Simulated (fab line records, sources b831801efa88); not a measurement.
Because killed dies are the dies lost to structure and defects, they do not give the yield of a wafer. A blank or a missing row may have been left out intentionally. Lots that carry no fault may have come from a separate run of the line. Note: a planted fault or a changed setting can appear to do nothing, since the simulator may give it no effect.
A struck lot beside a sound one / flow sky130 / 45 out of 708 route steps
Sound: the wafers L100.2, L100.4, L100.6. Wafers L109.3, L109.4, L109.5 were the ones struck. Last of all comes the cause.
Order at every step that has rows: each side's tool, ch and its chambers, its first start. Under that, the readings that differ: sound wafers / struck wafers / difference of the means / sigmas: that difference in standard deviations of wafers without a fault.
alike: readings with means less than 2 such deviations apart, plus words and numbers identical on both sides. not compared: withheld readings, readings lacking a value on some wafer, bounds such as >300 that could conceal the same value, and numbers that have no deviation in the record and whose values overlap.
The two part at a step that has a row with sigmas, a row that says differs or no value, or rows on one side only. Numbers that have no deviation but don't overlap get no sigmas and don't part them. A reading missing from all wafers of one side parts the sides only when that side holds two or more wafers.

first, 2 steps without rows for these wafers: SKY_DNWELL_DEVELOP_06 (develop time 60 s); SKY_DNWELL_IMPLANT_07.
SKY_DNWELL_STRIP_08: strips in O2/N2.
  sound on plasmaAsher-02 ch 0, day 3 03:05; struck on plasmaAsher-02 ch 0,1, day 5 04:49
  alike: drypumpMotorCurrentA, oesProductAu, stripTimeToEndpointS
  not compared: rfHoursCounterH
SKY_DNWELL_TW_MEAS_09:
  sound on filmMetro-04 at day 3 03:12; struck on filmMetro-04 at day 5 04:54
  alike: DNWELL_TW
then, 7 steps without rows for these wafers: SKY_PWDE_DEHYDRATE_00 (time 60 s); SKY_PWDE_HMDS_01 (prime time 60 s); SKY_PWDE_COAT_02 (resist thk 3000 nm); SKY_PWDE_SOFTBAKE_03; SKY_PWDE_EXPOSE_04 (exposes mask PWDEM, target cd 840 nm); SKY_PWDE_PEB_05; SKY_PWDE_DEVELOP_06 (develop time 60 s).
SKY_PWDE_OVL_MEAS_07:
  sound on overlay-01 at day 3 17:47; struck on overlay-01 at day 5 22:47
  alike: PWDE_OVL
SKY_PWDE_IMPLANT_08:
  sound on implanter-01 ch 0, day 3 17:50; struck on implanter-02 ch 0, day 5 22:52
  alike: beamEnergyKeV
SKY_PWDE_STRIP_09: strips in O2/N2.
  sound on plasmaAsher-02 ch 0,1, day 3 17:58; struck on plasmaAsher-02 ch 0,1, day 5 23:00
  alike: drypumpMotorCurrentA, oesProductAu, stripTimeToEndpointS
  not compared: rfHoursCounterH
SKY_PWDE_TW_MEAS_10:
  sound on filmMetro-03 at day 3 18:05; struck on filmMetro-04 at day 5 23:05
reading=PWDE_TW; sound=376.1 379.5 378.4; struck=371.9 371.4 372.5; difference=-6.1; sigmas=-2
then, 7 steps without rows for these wafers: SKY_NWELL_DEHYDRATE_03 (time 60 s); SKY_NWELL_HMDS_04 (prime time 60 s); SKY_NWELL_COAT_05 (resist thk 3000 nm); SKY_NWELL_SOFTBAKE_06; SKY_NWELL_EXPOSE_07 (exposes mask NWM, target cd 840 nm); SKY_NWELL_PEB_08; SKY_NWELL_DEVELOP_09 (develop time 60 s).
SKY_NWELL_OVL_MEAS_10:
  sound on overlay-01 at day 4 09:44; struck on overlay-01 at day 6 17:10
  alike: NWELL_00_OVL
then, 3 steps without rows for these wafers: SKY_NWELL_IMPLANT_11; SKY_NWELL_IMPLANT_12; SKY_NWELL_IMPLANT_13.
SKY_NWELL_STRIP_14: strips in O2/N2.
  sound on plasmaAsher-04 ch 0,1, day 4 10:13; struck on plasmaAsher-01 ch 0,1, day 6 17:40
  alike: drypumpMotorCurrentA, oesProductAu, stripTimeToEndpointS
  not compared: rfHoursCounterH
SKY_NWELL_TW_MEAS_15:
  sound on filmMetro-04 at day 4 10:20; struck on filmMetro-04 at day 6 17:45
  alike: NWELL_TW
then, 7 steps without rows for these wafers: SKY_NWELL_DEHYDRATE_16 (time 60 s); SKY_NWELL_HMDS_17 (prime time 60 s); SKY_NWELL_COAT_18 (resist thk 3000 nm); SKY_NWELL_SOFTBAKE_19; SKY_NWELL_EXPOSE_20 (exposes mask NWM COMPLEMENT, target cd 840 nm); SKY_NWELL_PEB_21; SKY_NWELL_DEVELOP_22 (develop time 60 s).
SKY_NWELL_OVL_MEAS_23:
  sound on overlay-01 at day 5 03:06; struck on overlay-01 at day 7 12:41
  alike: NWELL_01_OVL
following that, these wafers have no rows for 1 step: SKY_NWELL_IMPLANT_24.
SKY_NWELL_STRIP_25: strips in O2/N2.
  sound on plasmaAsher-02 ch 0,1, day 5 03:17; struck on plasmaAsher-01 ch 0,1, day 7 12:54
  alike: drypumpMotorCurrentA, oesProductAu, stripTimeToEndpointS
  not compared: rfHoursCounterH
SKY_NWELL_TW_MEAS_26:
  sound on filmMetro-04 at day 5 03:23; struck on filmMetro-04 at day 7 12:59
  alike: NWELL_2_TW
then, 1 step without rows for these wafers: SKY_NWELL_CLEAN_27 (cleans in SC1/SC2, time 150 s).
SKY_NWELL_RTA_28: time 30 s.
  sound on rtpAnneal-02 ch 0, day 5 03:32; struck on rtpAnneal-01 ch 0, day 7 13:07
  alike: lampPowerPct, wafer_temp_C_max
SKY_NWELL_RS_MEAS_29: uses a four-point probe to measure.
  sound on filmMetro-04 at day 5 03:43; struck on filmMetro-02 at day 7 13:13
  alike: NWELL_RS
SKY_NWELL_RS_MEAS_31: uses a four-point probe to measure.
  sound on filmMetro-04 at day 5 03:58; struck on filmMetro-02 at day 7 13:44
reading=PWDE_RS (ohm/sq); sound=5283 5267 5286; struck=5514 5529 5513; difference=+240; sigmas=+14
  not compared: hold
SKY_VT_ADJUST_HVTP_DEHYDRATE_00: time 60 s.
  sound on lithoTrack-03 ch 0, day 5 12:40; struck on lithoTrack-04 ch 0, day 7 22:47
reading=hold; sound=- - -; struck=awaitDispo/2.1h/release awaitDispo/2.1h/release awaitDispo/2.1h/release; difference=no value on the sound wafers; sigmas=
-- the record jumps here: 40 days lie between the struck wafers' starts before and after (it left off in module VT_ADJUST_HVTP and takes up again in module PAD_OPEN, whose first step shown is number 708 of the route) --
SKY_PAD_OPEN_PROBE_99:
  sound on prober-01 at day 45 07:52; struck on prober-01 at day 47 21:40
reading=killedAtContacts; sound=22 23 22; struck=27 40 36; difference=+12; sigmas=+2
reading=model.etest.resPwdeUnderGate.rsOhmSq; sound=6223 6229 6180; struck=6737 6735 6738; difference=+526; sigmas=
  alike: killed_at_M0_to_M3, killed_at_M4_up, killedAtFrontEnd, killedAtOther, killedDies, killedOnRim, killedOpen, killedShort

WHERE THEY PART
At SKY_PWDE_TW_MEAS_10 first; at SKY_PAD_OPEN_PROBE_99 last (within this record only).

WHY: what had been put in by the simulator
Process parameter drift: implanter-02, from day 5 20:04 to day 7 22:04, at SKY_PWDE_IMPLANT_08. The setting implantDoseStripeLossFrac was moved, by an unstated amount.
